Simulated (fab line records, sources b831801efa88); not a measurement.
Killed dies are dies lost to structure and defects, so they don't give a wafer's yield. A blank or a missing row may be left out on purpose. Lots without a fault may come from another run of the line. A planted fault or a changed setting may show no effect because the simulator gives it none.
One fault seen from 2 desks | flow sfq_line | each desk has only its own numbers; what lay behind them comes last

THE TOOL OWNER'S DESK: cmp-01
The tool's own readings at SFQ_TRILAYER_I6_CMP_CMP_166 (polishes SiO2): means of the sampled wafers that have a number, for each lot that ran on this tool. A lot is out of limits, marked OUT, if its mean lies more than 4 standard deviations from the usual mean; the brackets give that distance.
Columns: A = motor_current_A at SFQ_TRILAYER_I6_CMP_CMP_166, usual 10.0 A; B = time_to_endpoint_s at SFQ_TRILAYER_I6_CMP_CMP_166, usual 218 s
lot  | first seen here | A    | B
L623 | day 61 05:20    | 10.5 | 223
L631 | day 68 12:56    | 10.2 | 208
This desk's finding: nothing out of limits on any of the 2 lots.

THE METROLOGY DESK
What the gauges read, lot by lot, whatever tool the lot ran on: means of the sampled wafers that have a number. A lot is out of limits, marked OUT, if its mean lies more than 4 standard deviations from the usual mean; the brackets give that distance.
Columns: A = M6_OVL at SFQ_M6_OVL_MEAS_940, usual 1 nm; B = I6_BOW at SFQ_I6_BOW_MEAS_941, usual 5 um; C = I6_OVL at SFQ_I6_OVL_MEAS_942, usual 3 nm
lot  | first seen here | A  | B  | C
L622 | day 60 21:09    | -1 | -5 | 7
L623 | day 60 22:21    | 6  | -1 | 6
L631 | day 68 11:16    | -4 | -9 | 4
L634 | day 70 00:02    | 2  | -3 | 8
L635 | day 72 06:49    | -3 | 13 | 4
This desk's finding: nothing out of limits on any of the 5 lots.

PUT TOGETHER
The tool owner's desk saw nothing out of limits.
The metrology desk saw nothing out of limits.

WHAT THE SIMULATOR HAD PUT IN
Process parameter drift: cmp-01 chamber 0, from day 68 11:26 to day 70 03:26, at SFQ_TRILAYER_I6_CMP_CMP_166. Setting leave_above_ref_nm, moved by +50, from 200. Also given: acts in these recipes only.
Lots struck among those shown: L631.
